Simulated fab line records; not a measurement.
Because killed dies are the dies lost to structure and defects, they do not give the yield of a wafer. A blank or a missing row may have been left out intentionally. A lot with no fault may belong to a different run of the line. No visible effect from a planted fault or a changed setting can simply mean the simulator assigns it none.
Chamber matching    flow gf180mcu    GF_CONTACT_ETCH_16 on rie diel-04: 4 sister chambers
The step etches BARC in N2/H2. 8 wafers are shown with their chamber, then 8 later ones without.

## EACH WAFER AND ITS CHAMBER
wafer   chamber  drypump motor current A (A)  oes product au (a.u.)
L681.6  0        5.4                          0.847
L682.6  0        5.4                          0.850
L684.3  1        6.0                          0.856
L684.5  3        5.0                          0.853
L688.2  2        6.2                          0.857
L688.3  1        6.1                          0.862
L688.6  2        6.2                          0.852
L690.2  3        5.0                          0.859

## WAFERS WITH NO CHAMBER GIVEN
wafer   drypump motor current A (A)  oes product au (a.u.)
L690.3  5.0                          0.848
L690.6  5.0                          0.858
L696.1  5.0                          0.857
L696.2  6.1                          0.854
L696.3  5.3                          0.856
L697.2  6.2                          0.857
L697.4  5.0                          0.854
L697.5  6.1                          0.857

## EACH ONE'S CHAMBER
wafer   from the rows above      in truth
L690.3  3                        3
L690.6  3                        3
L696.1  3                        3
L696.2  can't be placed: 1 or 2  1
L696.3  0                        0
L697.2  2                        2
L697.4  3                        3
L697.5  can't be placed: 1 or 2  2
6 of 8 placed correctly. These rows do not allow placing 2 (true chamber among the candidates in 2). Wrongly placed: 0.
How it was worked out, from the rows above alone: a wafer's distance from a chamber is the root of the sum, over the readings, of the square of ((its reading less the chamber's mean) divided by the reading's scatter). If the next closest chamber is less than 2 further off than the closest, the wafer can't be placed; otherwise it belongs to the closest. Each chamber's mean is taken over the wafers shown for it. The scatter is the square root of a quotient: the sum, over the shown wafers, of each reading's squared deviation from its chamber's mean, divided by wafers minus chambers.
